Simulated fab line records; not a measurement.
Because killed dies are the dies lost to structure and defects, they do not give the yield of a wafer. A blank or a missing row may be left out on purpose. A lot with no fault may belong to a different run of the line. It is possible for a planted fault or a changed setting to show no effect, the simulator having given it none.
Problem report in the 8D (eight disciplines) form, filled by code | flow sky130 | the parts of the form that need people (team, actions taken, sign-off) are left out

## 1. WHAT IS WRONG
dose ions cm2 at SKY_LDD_N_IMPLANT_14 reads a mean of 3.811e+12 on 6 wafers of 2 lots; wafers without a fault read 4.999e+12 with a standard deviation of 5.9e+09. That is -99 or more standard deviations from the usual mean.
The first sign was on wafer L532.2 at day 22 22:14, on implanter-03. The record has a number at this step for 18 wafers belonging to 6 lots. By rule, "out" or "out of limits" means more than 4 standard deviations away from the usual mean. The other wafers with a number count as sound.

## 2. WHAT IT IS; WHAT IT IS NOT
question                    | is                                | is not
which readings at this step | dose ions cm2, faraday current uA | -
which lots                  | L532, L533                        | L523, L527, L538, L542
which wafers of those lots  | all that have a number            | -
read on which tools         | implanter-03                      | implanter-01
when                        | from day 22 22:14                 | up to then (6 sound wafers); but 6 sound wafers of L538, L542 came after

## 3. THE SUSPECTS, EACH WITH WHAT RULES IT OUT
Counting: any tool at a process step up to the reading is kept as a suspect provided that every lot that is out went through it and no sound lot did after the first of them.
- implanter-03 at SKY_LDD_N_IMPLANT_14: kept. It ran every lot that is out, first L532 (day 22 22:14), and no sound lot after that; its last sound lot up to then is L527 (day 20 20:56). Out on those wafers are its own readings of dose ions cm2, faraday current uA.
The count leaves implanter-03 at SKY_LDD_N_IMPLANT_14.

## 4. THE CAUSE (what the simulator had put in)
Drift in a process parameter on implanter-03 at SKY_LDD_N_IMPLANT_14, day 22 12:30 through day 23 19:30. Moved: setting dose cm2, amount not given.
Only this tool survived the counting.

## 5. THE EFFECT CHAIN, in route order
Each row: a reading whose mean over the struck wafers that have a number lies more than 3 standard deviations from the usual. Readings are gone through only where the record gives a usual standard deviation; hours: the median, over the lots, of the time from a lot's start at the first step in this table giving one to that lot's start at this step; sigmas: the change measured in usual standard deviations.
hours | step                 | reading            | usual     | on struck wafers | change     | sigmas
0     | SKY_LDD_N_IMPLANT_14 | dose ions cm2      | 4.999e+12 | 3.811e+12        | -1.188e+12 | -99 or more
0     | SKY_LDD_N_IMPLANT_14 | faraday current uA | 28.2      | 21.4             | -6.8       | -12
Process steps it contains:
- SKY_LDD_N_IMPLANT_14

## 6. WHAT WOULD HAVE CAUGHT IT SOONER
In this record the first reading out of limits was taken at day 22 22:14, 10 hours after the fault began at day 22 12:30.
